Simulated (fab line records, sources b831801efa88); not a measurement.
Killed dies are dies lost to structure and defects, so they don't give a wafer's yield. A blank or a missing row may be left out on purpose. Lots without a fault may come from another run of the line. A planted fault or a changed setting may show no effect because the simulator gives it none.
fab line records | flow sky130
record lots=6 wafers=18 last_day=50
route steps=708 shown VIA4@653 METAL5@661 PAD_OPEN@708
lots that met no fault: from a run of the same line without faults
start_h: hours from the record's first day to the start of the lot's first wafer shown | wait_h: hours since the lot's step before | " the same as in the row above | L1.1+2: a row that stands for several wafers | - no value, or no start given | * or withheld: withheld | < > ~ a bound
route shown NAME@n: a module of which the file shows steps, and the number in the route of the first | usual: mean/standard deviation of fault-free wafers | same: alike in all rows | chamber/n: place in a boat | sites: the reading at each site | _std_site: their standard deviation | _edge_site: outer sites' mean less inner sites' | radius_mm: how far each site lies from the wafer's centre | mask NAME#n: copy n | behind: the tool/chamber that last shaped the wafer | hold: why the lot was held/for how many hours/how that ended | device: the transistor (n, p or np) that didn't switch | end of line: the same wafers' tests at the end of the route | a step without rows: its recipe alone | killed: dies lost to structure and defects at the first sort, not the wafer's yield | map: a wafer's dies, x killed, . not, _ none there
set.NAME: the setting as run; set.NAME@STEP: as run at that earlier step | model.NAME: the simulator's own value behind a step, which no gauge read
lots at some steps of the route; a table a step, a row a wafer
services: from which hour (start_h, from the record's first day; less than 0 if before it) a tool's chamber was out of use, for how many hours, and why
## steps
# step SKY_VIA4_STRIP_14
# recipe chemistry=post_etch_residue_remover time_s=1200 temp_c=72.5
# step SKY_VIA4_CLEAN_15
# recipe chemistry=IPA time_s=180 temp_c=25
# step SKY_VIA4_CLEAN_16
# recipe chemistry=O3/DIW dry=n2_spin
# step SKY_VIA4_SPUTTER_17
# recipe material=TiN target_thk_nm=20 chamber_pressure_pa=5 power_w=4000 time_s=80
# usual cathode_dc_power_W=4000.2/0.73 throttle_valve_pct=30.0/1.1
# columns lot.wafer tool chamber start_h wait_h cathode_dc_power_W throttle_valve_pct
L199.1 pvd_sputter-01 - 1000.77 0.0 3999.8 29.5
L199.4 " - " " 3999.7 31.8
L199.5 " - " " 3999.5 29.9
L202.1 pvd_sputter-02 - 1026.57 0.0 3999.6 29.0
L202.2 " - " " 3998.9 29.4
L202.6 " - " " 4000.5 29.1
L206.3 pvd_sputter-03 - 1092.56 0.0 3999.7 31.0
L206.5 " - " " 4001.3 31.1
L206.6 " - " " 4000.5 29.5
L215.1 pvd_sputter-03 - 1105.96 0.0 3999.5 29.3
L215.3 " - " " 3998.7 30.9
L215.5 " - " " 3999.7 29.4
L218.4 pvd_sputter-02 - 1119.14 0.0 4000.6 29.3
L218.5 " - " " 4000.1 28.9
L218.6 " - " " 4000.6 28.1
L222.2 pvd_sputter-02 - 1154.43 0.0 4000.3 28.8
L222.5 " - " " 4001.3 29.4
L222.6 " - " " 4000.5 28.8
# step SKY_VIA4_CVD_18
# recipe material=W target_thk_nm=505 time_s=152.14 temp_c=398.2 pressure_torr=40
# usual heater_power_outer_w=526/47 heater_power_w=816/35
# columns lot.wafer tool chamber start_h wait_h heater_power_outer_w heater_power_w
L199.1 cvd_w-01 1 1000.83 0.0 577 847
L199.4 " 1 " " 576 855
L199.5 " 0 " " 483 794
L202.1 cvd_w-01 1 1026.63 0.0 588 859
L202.2 " 0 " " 473 760
L202.6 " 0 " " 488 788
L206.3 cvd_w-01 1 1092.67 0.1 583 838
L206.5 " 0 " " 486 761
L206.6 " 1 " " 570 849
L215.1 cvd_w-01 0 1106.02 0.0 483 781
L215.3 " 0 " " 494 776
L215.5 " 1 " " 575 843
L218.4 cvd_w-01 0 1119.25 0.1 491 783
L218.5 " 0 " " 482 786
L218.6 " 1 " " 598 863
L222.2 cvd_w-01 1 1154.49 0.0 594 854
L222.5 " 1 " " 589 846
L222.6 " 0 " " 489 773
# step SKY_VIA4_RS_MEAS_19
# recipe thk_meas_gauge=four-point-probe reads=W_of_VIA4_CVD_18+TiN_of_VIA4_SPUTTER_17
# usual VIA4_W_RS=0.233/0.0031
# columns lot.wafer tool chamber start_h wait_h VIA4_W_RS[ohm/sq]
L199.1 film_metro-01 - 1000.98 0.1 0.233
L199.4 " - " " 0.235
L199.5 " - " " 0.236
L202.1 film_metro-02 - 1026.78 0.1 0.239
L202.2 " - " " 0.237
L202.6 " - " " 0.238
L206.3 film_metro-02 - 1092.81 0.1 0.232
L206.5 " - " " 0.231
L206.6 " - " " 0.232
L215.1 film_metro-01 - 1106.17 0.1 0.232
L215.3 " - " " 0.231
L215.5 " - " " 0.231
L218.4 film_metro-01 - 1119.41 0.1 0.232
L218.5 " - " " 0.232
L218.6 " - " " 0.229
L222.2 film_metro-01 - 1154.66 0.1 0.239
L222.5 " - " " 0.236
L222.6 " - " " 0.238
# step SKY_VIA4_THK_MEAS_20
# recipe thk_meas_gauge=xrf reads=W_of_VIA4_CVD_18
# usual VIA4_W_THK=489/7.8
# columns lot.wafer tool chamber start_h wait_h VIA4_W_THK[nm]
L199.1 film_metro-01 - 1001.10 0.1 490
L199.4 " - " " 492
L199.5 " - " " 487
L202.1 film_metro-02 - 1026.90 0.1 477
L202.2 " - " " 477
L202.6 " - " " 477
L206.3 film_metro-02 - 1092.91 0.1 483
L206.5 " - " " 491
L206.6 " - " " 488
L215.1 film_metro-01 - 1106.29 0.1 495
L215.3 " - " " 496
L215.5 " - " " 496
L218.4 film_metro-01 - 1119.50 0.1 496
L218.5 " - " " 496
L218.6 " - " " 504
L222.2 film_metro-01 - 1154.77 0.1 481
L222.5 " - " " 486
L222.6 " - " " 485
# step SKY_VIA4_CMP_21
# recipe stop_on=SiO2 t_overpolish_s=25 down_force_psi=3.5 platen_rpm=60 target_thk_nm=0 pad_velocity_m_s=0.94248
# step SKY_METAL5_SPUTTER_00
# recipe material=Ti target_thk_nm=15 power_w=3000 time_s=10 chamber_pressure_pa=0.4
# step SKY_METAL5_SPUTTER_01
# recipe material=TiN target_thk_nm=20 power_w=6500 time_s=16.7 chamber_pressure_pa=0.4
# step SKY_METAL5_SPUTTER_02
# recipe material=AlCu target_thk_nm=1150 power_w=10600 time_s=61.2 chamber_pressure_pa=0.4
# step SKY_METAL5_SPUTTER_03
# recipe material=Ti target_thk_nm=5 power_w=3000 time_s=3.3 chamber_pressure_pa=0.4
# usual cathode_dc_power_W=3000.0/0.54 throttle_valve_pct=30.2/1.1
# columns lot.wafer tool chamber start_h wait_h cathode_dc_power_W throttle_valve_pct
L199.1 pvd_sputter-04 - 1001.63 0.0 3000.3 30.2
L199.4 " - " " 3000.1 31.2
L199.5 " - " " 3000.3 30.2
L202.1 pvd_sputter-03 - 1027.36 0.0 3000.5 32.0
L202.2 " - " " 2999.8 31.0
L202.6 " - " " 3000.8 30.8
L206.3 pvd_sputter-03 - 1093.35 0.0 2999.9 30.9
L206.5 " - " " 2999.7 31.0
L206.6 " - " " 3000.6 29.3
L215.1 pvd_sputter-04 - 1106.75 0.0 3000.4 29.6
L215.3 " - " " 2999.9 30.8
L215.5 " - " " 3000.2 29.6
L218.4 pvd_sputter-04 - 1119.93 0.0 2999.7 30.3
L218.5 " - " " 2999.8 29.6
L218.6 " - " " 2999.0 30.3
L222.2 pvd_sputter-03 - 1155.22 0.0 3000.0 30.6
L222.5 " - " " 2999.9 30.8
L222.6 " - " " 3001.1 32.2
# step SKY_METAL5_SPUTTER_04
# recipe material=TiN target_thk_nm=70 power_w=6500 time_s=58.3 chamber_pressure_pa=0.4
# usual cathode_dc_power_W=6500.1/1.1 throttle_valve_pct=30.2/1.1
# columns lot.wafer tool chamber start_h wait_h cathode_dc_power_W throttle_valve_pct model.TiN_of_METAL5_SPUTTER_04.thk_nm
L199.1 pvd_sputter-04 - 1001.65 0.0 6501.0 30.2 72.48
L199.4 " - " " 6500.1 31.1 71
L199.5 " - " " 6500.8 30.2 72.61
L202.1 pvd_sputter-03 - 1027.38 0.0 6500.1 31.8 71
L202.2 " - " " 6499.4 30.9 70.12
L202.6 " - " " 6499.0 30.7 69.22
L206.3 pvd_sputter-03 - 1093.37 0.0 6499.6 31.0 70.28
L206.5 " - " " 6499.6 31.2 70.98
L206.6 " - " " 6499.7 29.3 71.01
L215.1 pvd_sputter-04 - 1106.77 0.0 6171.8 29.7 66.48
L215.3 " - " " 6172.6 30.8 65.87
L215.5 " - " " 6173.7 29.7 66.68
L218.4 pvd_sputter-04 - 1119.95 0.0 6172.0 30.3 67.36
L218.5 " - " " 6173.6 29.7 65.99
L218.6 " - " " 6172.9 30.1 67.12
L222.2 pvd_sputter-03 - 1155.24 0.0 6500.8 30.6 70.1
L222.5 " - " " 6499.0 30.6 69.65
L222.6 " - " " 6499.3 32.1 71
# step SKY_METAL5_RS_MEAS_05
# recipe thk_meas_gauge=four-point-probe reads=TiN_of_METAL5_SPUTTER_04+Ti_of_METAL5_SPUTTER_03+AlCu_of_METAL5_SPUTTER_02+TiN_of_METAL5_SPUTTER_01+Ti_of_METAL5_SPUTTER_00
# usual METAL5_ALCU_RS=0.0270/0.00035
# columns lot.wafer tool chamber start_h wait_h METAL5_ALCU_RS[ohm/sq]
L199.1 film_metro-02 - 1001.70 0.0 0.0272
L199.4 " - " " 0.0274
L199.5 " - " " 0.0272
L202.1 film_metro-04 - 1027.43 0.0 0.0276
L202.2 " - " " 0.0276
L202.6 " - " " 0.0275
L206.3 film_metro-04 - 1093.46 0.1 0.0273
L206.5 " - " " 0.0271
L206.6 " - " " 0.0269
L215.1 film_metro-02 - 1106.82 0.0 0.0265
L215.3 " - " " 0.0270
L215.5 " - " " 0.0266
L218.4 film_metro-02 - 1120.06 0.1 0.0269
L218.5 " - " " 0.0265
L218.6 " - " " 0.0270
L222.2 film_metro-01 - 1155.31 0.0 0.0276
L222.5 " - " " 0.0275
L222.6 " - " " 0.0273
# step SKY_METAL5_THK_MEAS_06
# recipe thk_meas_gauge=xrf reads=AlCu_of_METAL5_SPUTTER_02
# usual METAL5_ALCU_THK=1133/17
# columns lot.wafer tool chamber start_h wait_h METAL5_ALCU_THK[nm]
L199.1 film_metro-02 - 1001.82 0.1 1129
L199.4 " - " " 1125
L199.5 " - " " 1130
L202.1 film_metro-04 - 1027.55 0.1 1109
L202.2 " - " " 1116
L202.6 " - " " 1116
L206.3 film_metro-04 - 1093.56 0.1 1119
L206.5 " - " " 1130
L206.6 " - " " 1134
L215.1 film_metro-02 - 1106.94 0.1 1174
L215.3 " - " " 1153
L215.5 " - " " 1171
L218.4 film_metro-02 - 1120.15 0.1 1156
L218.5 " - " " 1177
L218.6 " - " " 1155
L222.2 film_metro-01 - 1155.42 0.1 1098
L222.5 " - " " 1108
L222.6 " - " " 1110
# step SKY_METAL5_DEHYDRATE_07
# recipe temp_c=200 time_s=60
# step SKY_METAL5_HMDS_08
# recipe prime_time_s=60 prime_temp_c=120
# step SKY_METAL5_COAT_09
# recipe resist=NOVOLAK spin_rpm=3000 resist_thk_nm=1800
# step SKY_METAL5_SOFTBAKE_10
# recipe temp_c=90 time_s=60 resist=NOVOLAK
# step SKY_METAL5_EXPOSE_11
# recipe mask_id=MM5 na=0.6 source_shape=conventional sigma_outer=0.6 polarization=unpolarized target_cd_nm=1600 dose_mj=190
# step SKY_METAL5_PEB_12
# recipe temp_c=withheld time_s=* resist=NOVOLAK
# step SKY_METAL5_DEVELOP_13
# recipe resist=NOVOLAK developer=TMAH develop_time_s=60 dev_temp_c=23
# step SKY_METAL5_DESCUM_14
# recipe chemistry=O2 source_power_w=150 bias_power_w=0 pressure_mtorr=10 temp_c=40 time_s=11
# step SKY_METAL5_METAL_ETCH_15
# recipe target_depth_a=12600 stop_on=SiO2 over_etch_frac=0.2 time_s=252 chemistry=Cl2/BCl3 resist_sidewall_deg=86 pressure_mtorr=10 icp_w=900 bias_w=48.5 Cl2_flow_sccm=60 bcl3_flow_sccm=30
# usual drypump_motor_current_A=5.9/0.82 oes_product_au=0.893/0.0053 throttle_valve_pct=22.264/0.0095
# columns lot.wafer tool chamber start_h wait_h drypump_motor_current_A oes_product_au rf_hours_counter_h throttle_valve_pct
L199.1 rie_metal-01 1 1025.64 0.0 4.8 0.890 17 22.265
L199.4 " 0 " " 6.8 0.894 - 22.267
L199.5 " 0 " " 6.8 0.893 - 22.260
L202.1 rie_metal-02 0 1049.28 0.1 5.5 0.884 23 22.256
L202.2 " 0 " " 5.5 0.894 - 22.259
L202.6 " 0 " " 5.5 0.900 - 22.253
L206.3 rie_metal-01 0 1112.73 0.2 6.8 0.896 - 22.257
L206.5 " 0 " " 6.8 0.896 - 22.264
L206.6 " 0 " " 6.8 0.887 - 22.259
L215.1 rie_metal-04 0 1126.49 0.0 6.0 0.900 18 22.253
L215.3 " 1 " " 4.8 0.895 - 22.250
L215.5 " 0 " " 5.9 0.894 - 22.266
L218.4 rie_metal-04 0 1140.82 0.3 5.9 0.892 - 22.263
L218.5 " 0 " " 6.0 0.899 - 22.269
L218.6 " 0 " " 5.9 0.895 - 22.266
L222.2 rie_metal-01 0 1172.74 0.0 6.8 0.884 24 22.274
L222.5 " 0 " " 6.8 0.892 - 22.260
L222.6 " 1 " " 4.8 0.894 - 22.277
# step SKY_METAL5_STRIP_16
# recipe chemistry=O2/N2 power_w=1400 pressure_mtorr=1500 platen_temp_c=withheld o2_flow_sccm=3000 n2_flow_sccm=300 overash_fraction=0.5
# usual drypump_motor_current_A=5.6/0.4 oes_product_au=0.710/0.0046 strip_time_to_endpoint_s=13.17/0.12
# columns lot.wafer tool chamber start_h wait_h drypump_motor_current_A oes_product_au rf_hours_counter_h strip_time_to_endpoint_s
L199.1 plasma_asher-01 1 1025.87 0.2 4.9 0.710 89 13.22
L199.4 " 0 " " 5.5 0.708 - 13.22
L199.5 " 0 " " 5.5 0.710 - 13.17
L202.1 plasma_asher-04 0 1049.75 0.4 5.9 0.716 127 13.33
L202.2 " 1 " " 6.2 0.721 127 13.29
L202.6 " 1 " " 6.2 0.710 - 13.28
L206.3 plasma_asher-01 0 1113.08 0.3 5.5 0.708 - 12.99
L206.5 " 0 " " 5.5 0.716 - 13.02
L206.6 " 1 " " 4.9 0.713 - 13.11
L215.1 plasma_asher-01 0 1126.73 0.2 5.5 0.712 99 13.14
L215.3 " 1 " " 5.0 0.714 - 12.82
L215.5 " 0 " " 5.5 0.711 - 13.14
L218.4 plasma_asher-04 0 1141.09 0.2 5.8 0.703 - 13.24
L218.5 " 1 " " 6.2 0.706 - 13.29
L218.6 " 0 " " 5.9 0.703 - 13.23
L222.2 plasma_asher-04 0 1172.98 0.2 5.9 0.707 11 13.17
L222.5 " 1 " " 6.2 0.711 - 13.29
L222.6 " 0 " " 5.8 0.714 - 13.28
# step SKY_METAL5_STRIP_17
# recipe chemistry=post_etch_residue_remover time_s=1200 temp_c=72.5
# columns lot.wafer tool chamber start_h wait_h model.TiN_of_METAL5_SPUTTER_04.thk_nm
L199.1 wet_bench-04 1 1025.97 0.1 72.07
L199.4 " 1 " " 70.59
L199.5 " 1 " " 72.2
L202.1 wet_bench-03 1 1049.85 0.1 70.58
L202.2 " 1 " " 69.71
L202.6 " 1 " " 68.81
L206.3 wet_bench-03 2 1113.14 0.0 69.86
L206.5 " 2 " " 70.57
L206.6 " 2 " " 70.59
L215.1 wet_bench-03 3 1126.83 0.1 66.06
L215.3 " 3 " " 65.45
L215.5 " 3 " " 66.26
L218.4 wet_bench-04 2 1141.15 0.0 66.94
L218.5 " 2 " " 65.58
L218.6 " 2 " " 66.7
L222.2 wet_bench-02 2 1173.08 0.1 69.68
L222.5 " 2 " " 69.23
L222.6 " 2 " " 70.58
# step SKY_METAL5_CLEAN_18
# recipe chemistry=IPA time_s=180 temp_c=25
# step SKY_PAD_OPEN_PROBE_99
# usual defect_limited_yield=82.5/2 killed_at_M0_to_M3=43/7.3 killed_at_M4_up=3.5/2.2 killed_at_contacts=24/5.3 killed_at_front_end=15/4.2 killed_at_other=0.3/0.67 killed_dies=86/9.8 killed_open=47/7.2 killed_short=39/6.5 sort_bin_3_pad_short=0.9/0.42 sort_bin_5_function=10.4/1.5 sort_bin_6_memory=6.3/1.2 sort_bin_8_speed=0.00/0.038 sort_n_pass=406/9.9 sort_yield_pct=82.5/2
# same gross_dies=492 killed_at_back_side=0 sort_bin_4_leakage[%]=0
# columns lot.wafer tool chamber start_h wait_h defect_limited_yield[%] killed_at_M0_to_M3 killed_at_M4_up killed_at_contacts killed_at_front_end killed_at_other killed_dies killed_open killed_short sort_bin_3_pad_short[%] sort_bin_5_function[%] sort_bin_6_memory[%] sort_bin_8_speed[%] sort_n_pass sort_yield_pct[%]
L199.1 prober-01 - 1072.60 0.1 82.9 41 5 28 10 0 84 50 34 0.4 11.6 5.1 0.20 407 82.7
L199.4 prober-01 - 1072.75 0.2 85.0 29 5 28 12 0 74 43 31 0.2 9.6 5.3 0 418 85.0
L199.5 prober-01 - 1072.80 0.2 81.5 39 7 25 20 0 91 46 45 0.8 8.9 8.7 0 401 81.5
L202.1 prober-02 - 1095.09 0.1 81.9 49 2 31 7 0 89 53 36 0.8 11.0 6.3 0 403 81.9
L202.2 prober-02 - 1095.14 0.1 80.3 49 7 27 14 0 97 49 48 0.8 10.8 8.1 0 395 80.3
L202.6 prober-02 - 1095.34 0.2 82.9 43 2 31 8 0 84 45 39 0.8 10.8 5.5 0 408 82.9
L206.3 prober-01 - 1155.71 0.2 84.1 38 4 22 14 0 78 42 36 0.6 9.3 5.9 0 414 84.1
L206.5 prober-01 - 1155.81 0.2 85.6 30 3 22 16 0 71 39 32 0.2 10.2 4.1 0 421 85.6
L206.6 prober-01 - 1155.86 0.2 84.1 47 3 19 9 0 78 45 33 1.6 9.3 4.9 0 414 84.1
L215.1 prober-01 - 1168.40 0.1 82.9 43 2 20 19 0 84 49 35 0.8 9.8 6.5 0 408 82.9
L215.3 prober-01 - 1168.50 0.2 81.1 43 5 23 22 0 93 54 39 0.6 10.0 8.3 0 399 81.1
L215.5 prober-01 - 1168.60 0.2 81.7 44 1 33 11 1 90 54 36 0.2 11.0 7.1 0 402 81.7
L218.4 prober-02 - 1179.05 0.2 83.3 40 5 22 15 0 82 54 28 1.0 8.1 7.5 0 410 83.3
L218.5 prober-02 - 1179.10 0.2 79.9 53 3 22 21 0 99 49 50 1.0 10.4 8.7 0 393 79.9
L218.6 prober-02 - 1179.15 0.2 85.0 44 1 20 9 0 74 33 41 0.4 8.1 6.5 0 418 85.0
L222.2 prober-01 - 1207.09 0.1 80.5 54 0 26 16 0 96 49 44 1.0 11.0 7.5 0 396 80.5
L222.5 prober-01 - 1207.24 0.2 80.9 49 2 26 17 0 94 57 37 0.4 9.8 8.9 0 398 80.9
L222.6 prober-01 - 1207.29 0.2 81.1 39 3 30 21 0 93 52 39 2.0 11.4 5.5 0 399 81.1
# killed by level:class
L199.1 CONTACT:geometric_particle:open=13 VIA1:geometric_particle:open=10 VIA2:geometric_particle:open=9 LI_CONTACT:geometric_particle:short=6 VIA3:geometric_particle:open=6 METAL2:geometric_particle:short=6 FIELD_ISO:geometric_particle:open=4 CONTACT:geometric_particle:short=4
L199.4 LI_CONTACT:geometric_particle:open=11 CONTACT:geometric_particle:open=10 VIA1:geometric_particle:open=7 METAL1:geometric_particle:short=5 FIELD_ISO:geometric_particle:short=4 LOCAL_INTERCONNECT:geometric_particle:short=4 METAL2:geometric_particle:short=4 VIA1:geometric_particle:short=3
L199.5 VIA1:geometric_particle:open=14 CONTACT:geometric_particle:open=12 METAL2:geometric_particle:short=6 METAL4:geometric_particle:short=6 FIELD_ISO:geometric_particle:short=5 METAL1:geometric_particle:short=5 LI_CONTACT:geometric_particle:short=4 LOCAL_INTERCONNECT:geometric_particle:short=4
L202.1 CONTACT:geometric_particle:open=14 VIA3:geometric_particle:open=11 VIA2:geometric_particle:open=10 VIA1:geometric_particle:open=8 VIA1:geometric_particle:short=7 LI_CONTACT:geometric_particle:open=5 LI_CONTACT:geometric_particle:short=4 LOCAL_INTERCONNECT:geometric_particle:short=4
L202.2 VIA1:geometric_particle:open=9 VIA3:geometric_particle:open=8 VIA2:geometric_particle:open=8 CONTACT:geometric_particle:open=7 VIA1:geometric_particle:short=7 CONTACT:geometric_particle:short=6 METAL2:geometric_particle:short=5 LI_CONTACT:geometric_particle:open=5
L202.6 VIA1:geometric_particle:open=11 VIA3:geometric_particle:open=11 CONTACT:geometric_particle:open=8 LOCAL_INTERCONNECT:geometric_particle:short=7 VIA1:geometric_particle:short=7 LI_CONTACT:geometric_particle:open=6 CONTACT:geometric_particle:short=5 METAL2:geometric_particle:short=4
L206.3 VIA1:geometric_particle:open=10 LI_CONTACT:geometric_particle:open=9 METAL2:geometric_particle:short=8 VIA2:geometric_particle:open=7 CONTACT:geometric_particle:open=6 POLY_GATE:geometric_particle:short=6 VIA1:geometric_particle:short=4 FIELD_ISO:geometric_particle:open=3
L206.5 LI_CONTACT:geometric_particle:open=6 CONTACT:geometric_particle:open=6 POLY_GATE:geometric_particle:open=5 METAL2:geometric_particle:short=5 CONTACT:geometric_particle:short=4 VIA1:geometric_particle:open=4 VIA3:geometric_particle:open=4 FIELD_ISO:geometric_particle:short=3
L206.6 VIA1:geometric_particle:open=14 METAL2:geometric_particle:short=8 CONTACT:geometric_particle:open=7 LI_CONTACT:geometric_particle:open=6 VIA2:geometric_particle:open=6 METAL3:geometric_particle:short=4 POLY_GATE:geometric_particle:open=3 CONTACT:geometric_particle:short=3
L215.1 VIA1:geometric_particle:open=17 CONTACT:geometric_particle:open=7 FIELD_ISO:geometric_particle:open=5 VIA3:geometric_particle:open=5 VIA2:geometric_particle:open=5 POLY_GATE:geometric_particle:short=4 LOCAL_INTERCONNECT:geometric_particle:short=4 CONTACT:geometric_particle:short=4
L215.3 VIA1:geometric_particle:open=15 FIELD_ISO:geometric_particle:open=8 CONTACT:geometric_particle:open=8 VIA3:geometric_particle:open=5 POLY_GATE:geometric_particle:short=5 POLY_GATE:geometric_particle:open=5 LOCAL_INTERCONNECT:geometric_particle:short=5 METAL1:geometric_particle:short=5
L215.5 VIA1:geometric_particle:open=13 CONTACT:geometric_particle:open=12 CONTACT:geometric_particle:short=10 METAL1:geometric_particle:short=6 METAL2:geometric_particle:short=6 VIA3:geometric_particle:open=6 LI_CONTACT:geometric_particle:open=5 VIA2:geometric_particle:open=5
L218.4 CONTACT:geometric_particle:open=11 VIA1:geometric_particle:open=9 LI_CONTACT:geometric_particle:open=8 METAL2:geometric_particle:short=6 FIELD_ISO:geometric_particle:open=5 VIA2:geometric_particle:open=5 VIA3:geometric_particle:open=5 POLY_GATE:geometric_particle:short=3
L218.5 VIA1:geometric_particle:open=12 METAL1:geometric_particle:short=8 POLY_GATE:geometric_particle:open=6 LI_CONTACT:geometric_particle:open=6 CONTACT:geometric_particle:open=6 VIA1:geometric_particle:short=6 METAL2:geometric_particle:short=6 POLY_GATE:geometric_particle:short=5
L218.6 METAL2:geometric_particle:short=10 CONTACT:geometric_particle:open=8 VIA1:geometric_particle:short=8 METAL1:geometric_particle:short=7 VIA2:geometric_particle:open=6 VIA1:geometric_particle:open=6 VIA3:geometric_particle:open=6 LOCAL_INTERCONNECT:geometric_particle:short=4
L222.2 CONTACT:geometric_particle:open=12 VIA1:geometric_particle:short=10 VIA1:geometric_particle:open=10 METAL2:geometric_particle:short=9 VIA2:geometric_particle:open=7 LOCAL_INTERCONNECT:geometric_particle:short=5 VIA3:geometric_particle:open=5 POLY_GATE:geometric_particle:open=4
L222.5 VIA1:geometric_particle:open=14 VIA3:geometric_particle:open=11 LI_CONTACT:geometric_particle:open=7 CONTACT:geometric_particle:open=7 VIA1:geometric_particle:short=7 CONTACT:geometric_particle:short=6 VIA2:geometric_particle:open=6 METAL2:geometric_particle:short=5
L222.6 CONTACT:geometric_particle:open=12 VIA2:geometric_particle:open=10 VIA1:geometric_particle:open=9 CONTACT:geometric_particle:short=8 FIELD_ISO:geometric_particle:open=5 LOCAL_INTERCONNECT:geometric_particle:short=5 METAL1:geometric_particle:short=5 VIA3:geometric_particle:short=4
## services
# columns tool chamber start_h hours kind
rie_metal-01 - 995.88 0.6 repair
pvd_sputter-03 1 1020.88 - consumable_replace:kit
pvd_sputter-03 1 1020.88 18.0 scheduled_down
pvd_sputter-03 1 1020.88 18.0 vent_cycle
pvd_sputter-04 1 1028.98 - consumable_replace:kit
pvd_sputter-04 1 1028.98 18.0 scheduled_down
pvd_sputter-04 1 1028.98 18.0 vent_cycle
cvd_w-01 - 1030.70 6.9 pm
pvd_sputter-02 - 1036.23 7.5 repair
plasma_asher-04 - 1055.25 9.0 pm
pvd_sputter-03 - 1061.07 1.1 repair
pvd_sputter-01 - 1062.42 2.5 repair
rie_metal-02 - 1079.06 0.1 repair
wet_bench-02 - 1095.42 2.8 repair
pvd_sputter-04 0 1096.79 - consumable_replace:kit
pvd_sputter-04 0 1096.79 18.0 scheduled_down
rie_metal-01 1 1104.24 10.0 repair
pvd_sputter-03 - 1114.49 2.8 repair
rie_metal-04 1 1130.16 12.6 repair
pvd_sputter-01 - 1142.06 2.1 repair
pvd_sputter-03 0 1142.57 - consumable_replace:kit
pvd_sputter-03 0 1142.57 18.0 scheduled_down
pvd_sputter-03 0 1142.57 18.0 vent_cycle
rie_metal-02 1 1156.74 15.7 repair
## key
first_sign step=SKY_METAL5_SPUTTER_04 reading=cathode_dc_power_W direction=down sigmas=99+ usual=6500.1 struck=6172.8
effect none on later readings
model_effect step=SKY_METAL5_SPUTTER_04 value=TiN_of_METAL5_SPUTTER_04.thk_nm without=70.11 struck=66.58
model_effect step=SKY_METAL5_STRIP_17 value=TiN_of_METAL5_SPUTTER_04.thk_nm without=69.69 struck=66.16
met_at SKY_METAL5_SPUTTER_04
struck_wafers L215.1,L215.3,L215.5,L218.4,L218.5,L218.6
onset_between 1001.65 1106.77
fault kind=process_parameter_drift tool=pvd_sputter-04 chamber=- onset_h=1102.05 steps=SKY_METAL5_SPUTTER_04 channel=power_w offset=* shape=step end_h=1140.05 acts_in=* stated=*
